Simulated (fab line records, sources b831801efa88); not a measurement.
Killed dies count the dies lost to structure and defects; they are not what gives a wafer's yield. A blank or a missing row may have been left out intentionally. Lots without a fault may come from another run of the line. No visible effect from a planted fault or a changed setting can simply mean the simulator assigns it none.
Tool commonality check :: flow sky130 :: Lots sampled 13, wafers sampled 39

WHY IT WAS OPENED
2 of 13 lots carry a flag on the reading LDD_HVP_TW at SKY_LDD_HVP_TW_MEAS_10. No-fault wafers: 456, standard deviation 5.1.
Rule: flag the lot when none of its wafers has a number, or when each of its wafers that has one lies beyond 4 standard deviations from that mean. The rest of the lots are taken to be sound.

lot: L186
measured: day 23 02:38
on: film_metro-01
LDD_HVP_TW, wafer by wafer: 453 450 448
flag: 

lot: L188
measured: day 23 02:57
on: film_metro-03
LDD_HVP_TW, wafer by wafer: 459 460 461
flag: 

lot: L190
measured: day 23 20:26
on: film_metro-01
LDD_HVP_TW, wafer by wafer: 450 449 452
flag: 

lot: L191
measured: day 24 07:41
on: film_metro-01
LDD_HVP_TW, wafer by wafer: 452 455 454
flag: 

lot: L192
measured: day 24 12:11
on: film_metro-01
LDD_HVP_TW, wafer by wafer: 451 453 454
flag: 

lot: L194
measured: day 24 15:21
on: film_metro-01
LDD_HVP_TW, wafer by wafer: 452 453 455
flag: 

lot: L193
measured: day 24 16:08
on: film_metro-03
LDD_HVP_TW, wafer by wafer: 464 463 466
flag: 

lot: L201
measured: day 27 00:07
on: film_metro-03
LDD_HVP_TW, wafer by wafer: 405 404 406
flag: FLAGGED

lot: L204
measured: day 28 04:45
on: film_metro-01
LDD_HVP_TW, wafer by wafer: 395 394 396
flag: FLAGGED

lot: L205
measured: day 28 10:11
on: film_metro-02
LDD_HVP_TW, wafer by wafer: 454 457 455
flag: 

lot: L206
measured: day 28 21:11
on: film_metro-01
LDD_HVP_TW, wafer by wafer: 451 449 449
flag: 

lot: L209
measured: day 29 13:30
on: film_metro-03
LDD_HVP_TW, wafer by wafer: 462 461 459
flag: 

lot: L208
measured: day 29 15:26
on: film_metro-02
LDD_HVP_TW, wafer by wafer: 456 454 455
flag: 
The numbers of the flagged lots are 400 on average: -56 against the usual, or -11 standard deviations.

WHICH TOOL RAN EACH LOT
The record keeps 1 process step preceding the reading, out of 708 steps on the route. Every cell lists first the tool, next ch and the chambers used by the sampled wafers, and last the start.
lot: L186
flag: 
SKY_LDD_HVP_IMPLANT_08: implanter-04 ch 0, day 23 02:23

lot: L188
flag: 
SKY_LDD_HVP_IMPLANT_08: implanter-02 ch 0, day 23 02:43

lot: L190
flag: 
SKY_LDD_HVP_IMPLANT_08: implanter-04 ch 0, day 23 20:11

lot: L191
flag: 
SKY_LDD_HVP_IMPLANT_08: implanter-04 ch 0, day 24 07:26

lot: L192
flag: 
SKY_LDD_HVP_IMPLANT_08: implanter-04 ch 0, day 24 11:56

lot: L194
flag: 
SKY_LDD_HVP_IMPLANT_08: implanter-03 ch 0, day 24 15:06

lot: L193
flag: 
SKY_LDD_HVP_IMPLANT_08: implanter-03 ch 0, day 24 15:55

lot: L201
flag: FLAGGED
SKY_LDD_HVP_IMPLANT_08: implanter-03 ch 0, day 26 23:52

lot: L204
flag: FLAGGED
SKY_LDD_HVP_IMPLANT_08: implanter-03 ch 0, day 28 04:30

lot: L205
flag: 
SKY_LDD_HVP_IMPLANT_08: implanter-02 ch 0, day 28 09:56

lot: L206
flag: 
SKY_LDD_HVP_IMPLANT_08: implanter-02 ch 0, day 28 20:56

lot: L209
flag: 
SKY_LDD_HVP_IMPLANT_08: implanter-02 ch 0, day 29 13:16

lot: L208
flag: 
SKY_LDD_HVP_IMPLANT_08: implanter-02 ch 0, day 29 15:11
What these steps do:
- SKY_LDD_HVP_IMPLANT_08
- SKY_LDD_HVP_TW_MEAS_10

FLAGGED OVER TOTAL, TOOL BY TOOL (the gauges that took the reading come last)
step: SKY_LDD_HVP_IMPLANT_08
tool: implanter-02
lots run: 5
flagged: 0
share of the flagged lots: none
sound lots run after its first flagged lot: -

step: SKY_LDD_HVP_IMPLANT_08
tool: implanter-03
lots run: 4
flagged: 2
share of the flagged lots: all
sound lots run after its first flagged lot: 0

step: SKY_LDD_HVP_IMPLANT_08
tool: implanter-04
lots run: 4
flagged: 0
share of the flagged lots: none
sound lots run after its first flagged lot: -

step: SKY_LDD_HVP_TW_MEAS_10
tool: film_metro-01
lots run: 7
flagged: 1
share of the flagged lots: some
sound lots run after its first flagged lot: 1 (L206)

step: SKY_LDD_HVP_TW_MEAS_10
tool: film_metro-02
lots run: 2
flagged: 0
share of the flagged lots: none
sound lots run after its first flagged lot: -

step: SKY_LDD_HVP_TW_MEAS_10
tool: film_metro-03
lots run: 4
flagged: 1
share of the flagged lots: some
sound lots run after its first flagged lot: 1 (L209)

WHAT IS ALLOWED BY THE TABLE
All flagged lots share 1 row of the table, namely implanter-03 at SKY_LDD_HVP_IMPLANT_08.
- implanter-03 at SKY_LDD_HVP_IMPLANT_08 ran 4 lots, 2 of them flagged. Its last sound lot is L193 (day 24 15:55), its first flagged lot L201 (day 26 23:52): a fault that began between those two fits. Its own readings (dose_ions_cm2, faraday_current_uA) fall more than 4 standard deviations out on all wafers of the flagged lots.
What remains is a single tool, implanter-03 at SKY_LDD_HVP_IMPLANT_08.

WHAT WAS PUT IN BY THE SIMULATOR
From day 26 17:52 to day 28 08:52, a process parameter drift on implanter-03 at SKY_LDD_HVP_IMPLANT_08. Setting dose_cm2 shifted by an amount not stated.
Struck lots among those shown: L201, L204. The same result came from the rule above.
